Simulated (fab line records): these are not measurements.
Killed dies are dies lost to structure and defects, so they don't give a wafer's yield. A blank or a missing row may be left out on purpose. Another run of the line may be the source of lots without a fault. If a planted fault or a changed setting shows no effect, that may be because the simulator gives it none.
Code-filled problem report in 8D (eight disciplines) form | flow sfq-line | the parts of the form that need people (team, actions taken, sign-off) are left out

## 1. WHAT WENT WRONG
At SFQ_TRILAYER_I7_CMP_CMP_184, time-to-endpoint-s averages 166 s over 2 wafers from 2 lots, while fault-free wafers read 211 s, standard deviation 6.9. That puts it -6.4 standard deviations away from the usual mean.
The step: polishes SiO2.
The first sign was on wafer L965.4 at day 83 23:09, on cmp-02. The record has a number at this step for 42 wafers belonging to 14 lots. Rule for "out", or "out of limits": more than 4 standard deviations from the usual mean. The other wafers with a number count as sound.

## 2. WHAT IT IS, AND WHAT IT ISN'T
question                    | is                 | is not
which readings at this step | time-to-endpoint-s | edge-zone-pressure-frac, motor-current-A
which lots                  | L965, L967         | L958, L959, L961, L962, L968, L971, L973, L975, L976, L977, L979, L980
which wafers of those lots  | L965.4, L967.2     | L965.2, L965.6, L967.1, L967.4
read on which tools         | cmp-02             | cmp-01
when                        | from day 83 23:09  | up to then (12 sound wafers); but 28 sound wafers of L965, L967, L968, L971, L973, L975, L976, L977, L979, L980 came after

## 3. THE SUSPECTS, EACH WITH WHAT RULES IT OUT
Counting: a tool at a process step up to the reading stays a suspect if it ran every lot that is out. Sound lots after the first of them don't rule it out here, since some wafers of a struck lot are sound.
- rie-metal-02 at SFQ_TRILAYER_M6_STRIP_STRIP_163 (strips in O2): kept. It ran every lot that is out, first L965 (day 79 10:44); its last sound lot up to then is L961 (day 78 23:56).
- rie-metal-03 at SFQ_TRILAYER_I6_VIA_STRIP_STRIP_173 (strips in O2): kept. It ran every lot that is out, first L965 (day 83 15:57); its last sound lot up to then is L961 (day 83 07:21).
- cmp-02 at SFQ_TRILAYER_I7_CMP_CMP_184 (polishes SiO2): kept. It ran every lot that is out, first L965 (day 83 23:09); its last sound lot up to then is L961 (day 83 12:51). Out on those wafers are its own readings of time-to-endpoint-s.
- At SFQ_TRILAYER_I7_CMP_CMP_184, inside cmp-02: chamber 2 took the wafers that are out, while their sound lot-mates went through chambers 0, 1, 3.
rie-metal-02 at SFQ_TRILAYER_M6_STRIP_STRIP_163, rie-metal-03 at SFQ_TRILAYER_I6_VIA_STRIP_STRIP_173 and cmp-02 at SFQ_TRILAYER_I7_CMP_CMP_184 are what is left after counting.

## 4. THE CAUSE (what the simulator had put in)
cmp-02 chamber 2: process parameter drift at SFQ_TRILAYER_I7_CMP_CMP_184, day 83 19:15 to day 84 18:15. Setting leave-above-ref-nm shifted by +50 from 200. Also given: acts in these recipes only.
3 suspects survive the count, and this tool is in that group.

## 5. THE CHAIN OF EFFECTS, in route order
One row per reading whose mean, taken over the struck wafers that have a number, lies over 3 standard deviations from the usual. Scope: only readings with a usual standard deviation given in the record; hours: median across lots of the time from each lot's start at the first step in this table that gives one to its start at this step; sigmas: change in usual standard deviations.
hours | step                                  | reading            | usual      | on struck wafers | change | sigmas
0     | SFQ_TRILAYER_I7_CMP_CMP_184           | time-to-endpoint-s | 211 s      | 166              | -44    | -6.4
3     | SFQ_TRILAYER_I7_METRO_MEASURE_185     | thk-nm             | 199.5 nm   | 248.4            | +48.9  | +51
16    | SFQ_TRILAYER_I7_VIA_ETCH_VIA_ETCH_190 | oes-product-au     | 0.853 a.u. | 0.972            | +0.119 | +22
The process steps in it:
- SFQ_TRILAYER_I7_CMP_CMP_184: polishes SiO2.
- SFQ_TRILAYER_I7_METRO_MEASURE_185
- SFQ_TRILAYER_I7_VIA_ETCH_VIA_ETCH_190: etches SiO2 in CHF3, stops on Nb, target depth 260 nm.

## 6. HOW IT WOULD HAVE BEEN CAUGHT EARLIER
First out-of-limits reading in this record: day 83 23:09, which is 4 hours after fault onset at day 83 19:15.
